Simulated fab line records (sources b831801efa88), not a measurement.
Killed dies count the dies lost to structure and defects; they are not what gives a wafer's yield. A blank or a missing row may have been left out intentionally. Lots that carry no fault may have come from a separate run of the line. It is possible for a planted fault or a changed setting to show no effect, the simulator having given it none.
Struck lot and sound lot, side by side | flow gf180mcu | 14 out of 602 route steps
Sound: wafers L664.2, L664.3, L664.6. Wafers L661.1, L661.2, L661.4 were the ones struck. The cause comes at the end.
Each step with rows lists, per side, the tool, then ch with its chambers, then its first start. Under that, the readings that differ: sound wafers | struck wafers | difference of the means | sigmas: that difference in standard deviations of wafers without a fault.
alike: a reading whose means differ by less than 2 such deviations, as well as words and numbers matching on both sides. not compared: withheld readings; readings where some wafer has no value; bounds like >300 that might hide an equal value; numbers whose values overlap and for which the record gives no deviation.
The two part at a step that has a row with sigmas, a row that says differs or no value, or rows on one side only. Numbers that have no deviation but don't overlap get no sigmas and don't part them. A reading that every wafer of one side lacks parts them only if that side has two wafers or more.

GF_VT_IMPLANT_OVL_MEAS_07:
  sound on overlay-02 at day 9 11:42; struck on overlay-01 at day 8 17:29
  reading             | sound        | struck         | difference | sigmas
  VT_IMPLANT_OVL (nm) | 0.8 0.4 -0.5 | -2.2 -2.1 -3.2 | -2.7       | -2
next, for these wafers, 1 step has no rows: GF_VT_IMPLANT_IMPLANT_08.
GF_VT_IMPLANT_STRIP_09: strips in O2/N2.
  sound on plasma_asher-01 ch 0,1, day 9 11:53; struck on plasma_asher-02 ch 0,1, day 8 17:41
  alike: drypump_motor_current_A, heater_power_w, n2_flow_sccm, oes_product_au, strip_time_to_endpoint_s
  not compared: rf_hours_counter_h
GF_VT_IMPLANT_TW_MEAS_10:
  sound on film_metro-04 at day 9 11:59; struck on film_metro-04 at day 8 17:47
  alike: VT_IMPLANT_TW
then, 7 steps without rows for these wafers: GF_VT_IMPLANT_DEHYDRATE_11 (time 60 s); GF_VT_IMPLANT_HMDS_12 (prime time 60 s); GF_VT_IMPLANT_COAT_13 (resist thk 1000 nm); GF_VT_IMPLANT_SOFTBAKE_14 (time 60 s); GF_VT_IMPLANT_EXPOSE_15 (exposes mask Nwell LV AREA, target cd 860 nm); GF_VT_IMPLANT_PEB_16; GF_VT_IMPLANT_DEVELOP_17 (develop time 60 s).
GF_VT_IMPLANT_OVL_MEAS_18:
  sound on overlay-02 at day 10 04:48; struck on overlay-02 at day 9 10:23
  alike: VT_IMPLANT_01_OVL
GF_VT_IMPLANT_IMPLANT_19:
  sound on implanter-02 ch 0, day 10 04:53; struck on implanter-01 ch 0, day 9 10:26
  reading                   | sound              | struck               | difference | sigmas
  beam_energy_keV           | 99.97 100.02 99.94 | 102.88 102.95 102.93 | +2.94      | +89
  model.implant.drp_nm (nm) | 24.08 24.08 24.08  | 24.65 24.65 24.65    | +0.57      |
GF_VT_IMPLANT_STRIP_20: strips in O2/N2.
  sound on plasma_asher-01 ch 0,1, day 10 05:08; struck on plasma_asher-02 ch 0,1, day 9 10:35
  reading                      | sound             | struck            | difference | sigmas
  strip_time_to_endpoint_s (s) | 12.62 12.63 12.60 | 12.74 12.71 12.69 | +0.10      | +3
  alike: drypump_motor_current_A, heater_power_w, n2_flow_sccm, oes_product_au
  not compared: rf_hours_counter_h

WHERE THEY PART
First at GF_VT_IMPLANT_OVL_MEAS_07; last, within this record, at GF_VT_IMPLANT_STRIP_20.

WHY: what the simulator had put in
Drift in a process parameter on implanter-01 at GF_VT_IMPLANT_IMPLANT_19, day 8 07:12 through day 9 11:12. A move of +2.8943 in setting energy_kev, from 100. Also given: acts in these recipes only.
